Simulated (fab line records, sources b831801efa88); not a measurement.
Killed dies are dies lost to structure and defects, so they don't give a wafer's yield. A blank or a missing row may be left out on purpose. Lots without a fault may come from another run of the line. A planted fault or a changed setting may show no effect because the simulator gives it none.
Problem report in the 8D (eight disciplines) form, filled by code | flow sky130 | the parts of the form that need people (team, actions taken, sign-off) are left out

1. THE PROBLEM
SPACER_CVD_00_THK at SKY_SPACER_THK_MEAS_01 reads a mean of 36.9 nm on 3 wafers of 1 lot; wafers without a fault read 43.0 nm with a standard deviation of 0.39. That is -16 standard deviations from the usual mean.
First seen on wafer L174.2, day 28 00:59, on film_metro-01. The record holds 30 wafers of 10 lots with a number at this step. Rule for "out", or "out of limits": more than 4 standard deviations from the usual mean. The other wafers with a number count as sound.

2. WHAT IT IS AND WHAT IT IS NOT
question                    | is                     | is not
which readings at this step | SPACER_CVD_00_THK      | -
which lots                  | L174                   | L159, L161, L162, L163, L164, L165, L166, L167, L176
which wafers of those lots  | all that have a number | -
read on which gauges        | film_metro-01          | film_metro-03, film_metro-04
when                        | from day 28 00:59      | up to then (24 sound wafers); but 3 sound wafers of L176 came after

3. SUSPECTS, AND WHAT RULES EACH OUT
Counting: a tool at a process step up to the reading stays a suspect if it ran every lot that is out and no sound lot after the first of them.
- the gauge at SKY_SPACER_THK_MEAS_01: ruled out. All the wafers that are out were read on film_metro-01, but those of them that SKY_SPACER_CVD_00 has rows for are out there too, on other tools.
- plasma_asher-02 at SKY_LDD_P_STRIP_10 (strips in O2/N2): ruled out as a lasting fault. Sound lots L176 ran on it after its first lot that is out, L174 (day 24 09:35).
- lpcvd-02 at SKY_SPACER_CVD_00 (deposits Si3N4 from DCS/NH3, target thk 43.1 nm, time 740 s): ruled out as a lasting fault. Sound lots L176 ran on it after its first lot that is out, L174 (day 27 23:46).
Left after counting: nothing in the record.

4. THE CAUSE (what the simulator had put in)
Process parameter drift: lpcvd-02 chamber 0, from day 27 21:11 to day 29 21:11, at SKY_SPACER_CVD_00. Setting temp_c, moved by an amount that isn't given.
Counting ruled it out, wrongly: the rule takes a fault to strike every lot that its tool runs from its start on, and this one did not.

5. THE CHAIN OF EFFECTS, in route order
Each row: a reading whose mean over the struck wafers that have a number lies more than 3 standard deviations from the usual. Only readings for which the record gives a usual standard deviation are gone through. hours: the time from each lot's start at the first step in this table that gives one to its start at this step, as a median over the lots. sigmas: the change in usual standard deviations.
hours | step                   | reading           | usual      | on struck wafers | change | sigmas
0     | SKY_SPACER_CVD_00      | spike_tc_bottom_C | 786.0 C    | 779.4            | -6.6   | -3.2
0     | SKY_SPACER_CVD_00      | spike_tc_centre_C | 771.2 C    | 763.0            | -8.2   | -6.8
0     | SKY_SPACER_CVD_00      | spike_tc_lower_C  | 769.5 C    | 761.1            | -8.4   | -8.4
0     | SKY_SPACER_CVD_00      | spike_tc_top_C    | 778.1 C    | 769.8            | -8.3   | -5.6
0     | SKY_SPACER_CVD_00      | spike_tc_upper_C  | 769.8 C    | 760.6            | -9.2   | -6.6
1     | SKY_SPACER_THK_MEAS_01 | SPACER_CVD_00_THK | 43.0 nm    | 36.9             | -6.1   | -16
1     | SKY_SPACER_ETCHBACK_02 | oes_product_au    | 0.854 a.u. | 0.785            | -0.069 | -11
The process steps in it:
- SKY_SPACER_CVD_00: deposits Si3N4 from DCS/NH3, target thk 43.1 nm, time 740 s.
- SKY_SPACER_ETCHBACK_02: etches Si3N4 in CH3F/O2, stops on SiO2, time 46.7 s, target depth 45 nm.
Later measuring or inspecting steps at which every struck wafer that the step has a row for has a number for every such reading, and none has moved that far: SKY_SD_P_CD_MEAS_07.

6. WHAT WOULD HAVE CAUGHT IT SOONER
In this record the first reading out of limits at a measuring or inspecting step was taken at day 28 00:59, 4 hours after the fault began at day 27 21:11.
The tool's own readings at SKY_SPACER_CVD_00 were out on every struck wafer that the step has a row for (spike_tc_centre_C, spike_tc_lower_C, spike_tc_top_C, spike_tc_upper_C): an alarm limit on them would have fired on the first of those.
